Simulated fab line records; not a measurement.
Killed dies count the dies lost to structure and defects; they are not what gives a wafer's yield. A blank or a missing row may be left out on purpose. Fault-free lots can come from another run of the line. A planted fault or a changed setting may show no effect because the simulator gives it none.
Struck lot and sound lot, side by side | flow sfq-line | 15 steps out of a route of 325
Sound: these wafers, L203.1, L203.2, L203.4. Wafers L221.1, L221.2, L221.5 were the ones struck. The cause is given at the end.
Per side, at each step with rows, come the tool, then ch with its chambers, and then its first start. Under that, the readings that differ: sound wafers | struck wafers | difference of the means | sigmas: that difference in standard deviations of wafers without a fault.
alike: words and numbers the same on both sides, and readings whose means are apart by under 2 such deviations; not compared: readings that were withheld, readings missing a value for some wafer, numbers with overlapping values and no deviation given by the record, and bounds like >300 which may hide the same value.
A row with sigmas, a row that says differs or no value, or rows on one side alone: a step with any of these is where the two part. Numbers that don't overlap but have no deviation are shown without sigmas and don't part them. A reading missing from all wafers of one side parts the sides only when that side holds two or more wafers.

first, 1 step without rows for these wafers: SFQ_TRILAYER_M4_STRIP_SOLV_CLEAN_098 (cleans in NMP, time 600 s).
SFQ_TRILAYER_I4_DEP_PECVD_099: deposits SiO2 from SiH4/N2O, time 111.11 s, target thk 500 nm.
  sound on pecvd-04 ch 1,2, day 37 09:10; struck on pecvd-02 ch 0,1, day 42 18:00
  reading            | sound    | struck   | difference | sigmas
  heater-power-w (W) | 76 98 98 | 66 48 70 | -29        | -3
  alike: showerhead-vpp-V, throttle-valve-pct
-- the record jumps here: 2 days lie between the struck wafers' starts before and after --
SFQ_TRILAYER_I4_CMP_CMP_100: polishes SiO2.
  sound on cmp-02 ch 1,2,3, day 38 21:30; struck on cmp-01 ch 1,2, day 44 23:53
  reading             | sound        | struck         | difference | sigmas
  motor-current-A (A) | 9.3 9.3 11.0 | 13.0 10.8 12.8 | +2.3       | +2
  alike: time-to-endpoint-s
SFQ_I4_BOW_MEAS_927:
  struck on film-metro-01, day 45 02:53; sound on film-metro-04, day 39 00:30
  alike: I4_BOW
SFQ_TRILAYER_I4_METRO_MEASURE_101:
  struck on film-metro-01, day 45 03:00; sound on film-metro-04, day 39 00:37
  alike: thk-nm
then, 6 steps without rows for these wafers: SFQ_TRILAYER_I4_VIA_LITHO_COAT_108 (resist thk 62 nm); SFQ_TRILAYER_I4_VIA_LITHO_COAT_103 (resist thk 650 nm); SFQ_TRILAYER_I4_VIA_LITHO_SOFTBAKE_107; SFQ_TRILAYER_I4_VIA_LITHO_EXPOSE_104 (exposes mask I4, target cd 700 nm); SFQ_TRILAYER_I4_VIA_LITHO_PEB_106 (peb time 60 s); SFQ_TRILAYER_I4_VIA_LITHO_DEVELOP_105 (time 60 s).
-- the record jumps here: 3 days lie between the struck wafers' starts before and after --
SFQ_I4_OVL_MEAS_928:
  struck on overlay-02, day 48 03:34; sound on overlay-02, day 42 08:55
  alike: I4_OVL
SFQ_TRILAYER_I4_VIA_BARC_OPEN_VIA_ETCH_146: etches BARC in O2, target depth 125 nm, time 41.7 s.
  sound on rie-diel-01 ch 1,2,3, day 42 08:58; struck on rie-diel-01 ch 0,1,3, day 48 03:36
  reading                                                 | sound             | struck          | difference | sigmas
  model.KrF_of_TRILAYER_I4_VIA_LITHO_COAT_103.thk-nm (nm) | 573.6 572.5 570.9 | 595.4 592 594.7 | +21.7      |
  alike: bias-w, drypump-motor-current-A, oes-product-au
  not compared: rf-hours-counter-h
SFQ_TRILAYER_I4_VIA_ETCH_VIA_ETCH_106: etches SiO2 in CHF3, stops on Nb, target depth 260 nm.
  sound on rie-diel-01 ch 1,2,3, day 42 09:00; struck on rie-diel-01 ch 0,1,3, day 48 03:38
  reading                                                 | sound           | struck            | difference | sigmas
  model.KrF_of_TRILAYER_I4_VIA_LITHO_COAT_103.thk-nm (nm) | 528.3 527 524.6 | 550.3 546.5 550.2 | +22.4      |
  alike: bias-w, drypump-motor-current-A, oes-product-au
SFQ_TRILAYER_I4_VIA_STRIP_STRIP_107: strips in O2.
  sound on rie-metal-03 ch 0,1, day 42 09:07; struck on rie-metal-03 ch 0,1, day 48 03:45
  alike: drypump-motor-current-A, oes-product-au
  not compared: rf-hours-counter-h

## WHERE THEY PART
Earliest at SFQ_TRILAYER_I4_DEP_PECVD_099; latest, in this record, at SFQ_TRILAYER_I4_CMP_CMP_100. Later steps at which nothing parts them and some readings are alike: SFQ_I4_BOW_MEAS_927, SFQ_TRILAYER_I4_METRO_MEASURE_101, SFQ_I4_OVL_MEAS_928, SFQ_TRILAYER_I4_VIA_BARC_OPEN_VIA_ETCH_146, SFQ_TRILAYER_I4_VIA_ETCH_VIA_ETCH_106, SFQ_TRILAYER_I4_VIA_STRIP_STRIP_107.

WHY: what had been put in by the simulator
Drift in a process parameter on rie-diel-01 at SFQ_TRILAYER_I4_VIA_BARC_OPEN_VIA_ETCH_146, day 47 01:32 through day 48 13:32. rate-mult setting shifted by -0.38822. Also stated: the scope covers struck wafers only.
